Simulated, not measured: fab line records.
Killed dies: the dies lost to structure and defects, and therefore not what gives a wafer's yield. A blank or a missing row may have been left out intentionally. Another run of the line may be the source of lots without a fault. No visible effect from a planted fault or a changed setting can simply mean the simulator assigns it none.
Split-lot trial ; flow sky130 ; on a route of 708 steps: 5 lots, 23 wafers read

== THE SPLIT ==
At SKY_VT_ADJUST_HVTP_STRIP_10 (strips in O2/N2), the setting pressure_mtorr was moved away from the recipe's 1500 mTorr on 20 of the 23 wafers read, by -14.3% to -7.6%. For the rest of the wafers, this setting stayed at what the recipe calls for.

The reading comes from the split's own step.

== THE READING ==
oes_product_au, in a.u., at SKY_VT_ADJUST_HVTP_STRIP_10 (strips in O2/N2). Typical for fault-free wafers on this fab line: 0.716 a.u., with standard deviation 0.0044 a.u.

wafer;tool, chamber at the split;pressure_mtorr as run, mTorr;against the recipe;oes_product_au, a.u.;against lot-mates on the recipe
L074.2;plasma_asher-03, 1;1296;-13.6%;0.687;no lot-mate on the recipe
L074.3;plasma_asher-03, 0;1296;-13.6%;0.685;no lot-mate on the recipe
L074.4;plasma_asher-03, 1;1296;-13.6%;0.684;no lot-mate on the recipe
L074.5;plasma_asher-03, 1;1296;-13.6%;0.693;no lot-mate on the recipe
L074.6;plasma_asher-03, 0;1296;-13.6%;0.695;no lot-mate on the recipe
L078.1;plasma_asher-01, 0;1500;recipe;0.720;-
L078.3;plasma_asher-01, 0;1500;recipe;0.718;-
L078.4;plasma_asher-01, 1;1500;recipe;0.715;-
L080.1;plasma_asher-01, 1;1327;-11.5%;0.686;no lot-mate on the recipe
L080.3;plasma_asher-01, 1;1327;-11.5%;0.693;no lot-mate on the recipe
L080.4;plasma_asher-01, 0;1327;-11.5%;0.700;no lot-mate on the recipe
L080.5;plasma_asher-01, 0;1327;-11.5%;0.697;no lot-mate on the recipe
L080.6;plasma_asher-01, 1;1327;-11.5%;0.701;no lot-mate on the recipe
L082.1;plasma_asher-04, 0;1286;-14.3%;0.698;no lot-mate on the recipe
L082.2;plasma_asher-04, 1;1286;-14.3%;0.695;no lot-mate on the recipe
L082.3;plasma_asher-04, 0;1286;-14.3%;0.686;no lot-mate on the recipe
L082.4;plasma_asher-04, 1;1286;-14.3%;0.690;no lot-mate on the recipe
L082.6;plasma_asher-04, 0;1286;-14.3%;0.694;no lot-mate on the recipe
L083.1;plasma_asher-04, 0;1386;-7.6%;0.702;no lot-mate on the recipe
L083.2;plasma_asher-04, 1;1386;-7.6%;0.701;no lot-mate on the recipe
L083.3;plasma_asher-04, 1;1386;-7.6%;0.700;no lot-mate on the recipe
L083.4;plasma_asher-04, 0;1386;-7.6%;0.706;no lot-mate on the recipe
L083.6;plasma_asher-04, 1;1386;-7.6%;0.696;no lot-mate on the recipe

FIT RESULTS
A straight line over all 23 wafers: oes_product_au changes by +0.00187 a.u. for each +1% of pressure_mtorr; r = +0.89; the points scatter about the line by 0.0048 a.u.
Too few moved wafers have a lot-mate on the recipe to fit a line with each lot's own level taken away.
Tool readings at the split's step, against how far the setting was moved: oes_product_au r = +0.89; strip_time_to_endpoint_s r = -0.98.

== THE WHOLE CHAIN: every reading that the file lists as answering this split, in the file's order ==
step;what it does;reading;change (the file's fit);r (the file's)
SKY_VT_ADJUST_HVTP_STRIP_10;strips in O2/N2;oes_product_au;+0.00188 a.u. for each +1% of the setting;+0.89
SKY_VT_ADJUST_HVTP_STRIP_10;strips in O2/N2;strip_time_to_endpoint_s;withheld for each +1% of the setting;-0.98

== THE FILE'S OWN FIT ==
oes_product_au changes by +0.00188 a.u. for each +1% of pressure_mtorr, r = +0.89.
